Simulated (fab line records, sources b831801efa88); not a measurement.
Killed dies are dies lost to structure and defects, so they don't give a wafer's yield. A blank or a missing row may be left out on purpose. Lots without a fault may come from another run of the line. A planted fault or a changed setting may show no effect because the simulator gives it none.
Chamber matching | flow sky130 | SKY_POLY_CUT_ETCH_10 on rie_diel-01: 4 sister chambers
The step etches BARC in N2/H2, stops on SiO2, time 45.9 s, target depth 60 nm. 20 wafers are shown with their chamber, then 10 later ones without.

WAFERS WITH THEIR CHAMBER
wafer  | chamber | drypump_motor_current_A (A) | throttle_valve_pct (%) | oes_product_au (a.u.)
L076.1 | 1       | 5.7                         | 13.226                 | 0.864
L076.2 | 2       | 4.8                         | 13.223                 | 0.850
L076.3 | 1       | 5.6                         | 13.223                 | 0.860
L076.4 | 2       | 4.8                         | 13.223                 | 0.860
L076.5 | 2       | 4.8                         | 13.234                 | 0.860
L076.6 | 1       | 5.6                         | 13.232                 | 0.852
L079.1 | 0       | 5.8                         | 13.216                 | 0.856
L079.3 | 1       | 5.6                         | 13.218                 | 0.855
L079.6 | 0       | 5.8                         | 13.218                 | 0.858
L080.1 | 2       | 4.8                         | 13.225                 | 0.852
L080.2 | 1       | 5.6                         | 13.229                 | 0.860
L080.5 | 1       | 5.7                         | 13.214                 | 0.854
L087.2 | 1       | 5.6                         | 13.228                 | 0.856
L087.4 | 0       | 5.8                         | 13.236                 | 0.850
L087.5 | 0       | 5.8                         | 13.226                 | 0.852
L089.1 | 2       | 4.8                         | 13.218                 | 0.848
L089.2 | 3       | 5.5                         | 13.215                 | 0.855
L089.3 | 1       | 5.7                         | 13.224                 | 0.859
L089.4 | 0       | 5.8                         | 13.235                 | 0.853
L089.5 | 1       | 5.7                         | 13.228                 | 0.857

SIGNATURES (means of the wafers above)
reading                 | chamber 0 | chamber 1 | chamber 2 | chamber 3 | scatter within a chamber
drypump_motor_current_A | 5.800     | 5.644     | 4.800     | 5.500     | 0.0373
throttle_valve_pct      | 13.22620  | 13.22467  | 13.22460  | 13.21500  | 0.0068
oes_product_au          | 0.85380   | 0.85744   | 0.85400   | 0.85500   | 0.00416
Rule: a wafer's distance from a chamber is the root of the sum, over the readings, of the square of ((its reading less the chamber's mean) divided by the reading's scatter). The wafer belongs to the nearest chamber; if the next one is less than 2 further off, it can't be placed. The scatter: the root of (the sum of the squares of (reading less its chamber's mean) over the shown wafers, divided by (wafers less chambers)).

WAFERS WITHOUT THEIR CHAMBER
wafer  | drypump_motor_current_A (A) | throttle_valve_pct (%) | oes_product_au (a.u.)
L089.6 | 5.8                         | 13.215                 | 0.853
L090.1 | 5.5                         | 13.221                 | 0.857
L090.4 | 5.8                         | 13.219                 | 0.855
L090.6 | 5.8                         | 13.233                 | 0.844
L094.1 | 5.8                         | 13.234                 | 0.847
L094.5 | 5.8                         | 13.240                 | 0.862
L094.6 | 5.5                         | 13.236                 | 0.845
L097.1 | 4.8                         | 13.218                 | 0.849
L097.3 | 5.5                         | 13.216                 | 0.856
L097.5 | 4.8                         | 13.210                 | 0.864

WHICH CHAMBER EACH WENT THROUGH
wafer  | from the rows above     | in truth
L089.6 | 0                       | 0
L090.1 | 3                       | 3
L090.4 | 0                       | 0
L090.6 | 0                       | 0
L094.1 | 0                       | 0
L094.5 | 0                       | 0
L094.6 | can't be placed: 3 or 1 | 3
L097.1 | 2                       | 2
L097.3 | 3                       | 3
L097.5 | 2                       | 2
Placed correctly: 9 of 10. Can't be placed from these rows: 1 (the true chamber is among the candidates in 1). Placed wrongly: 0.
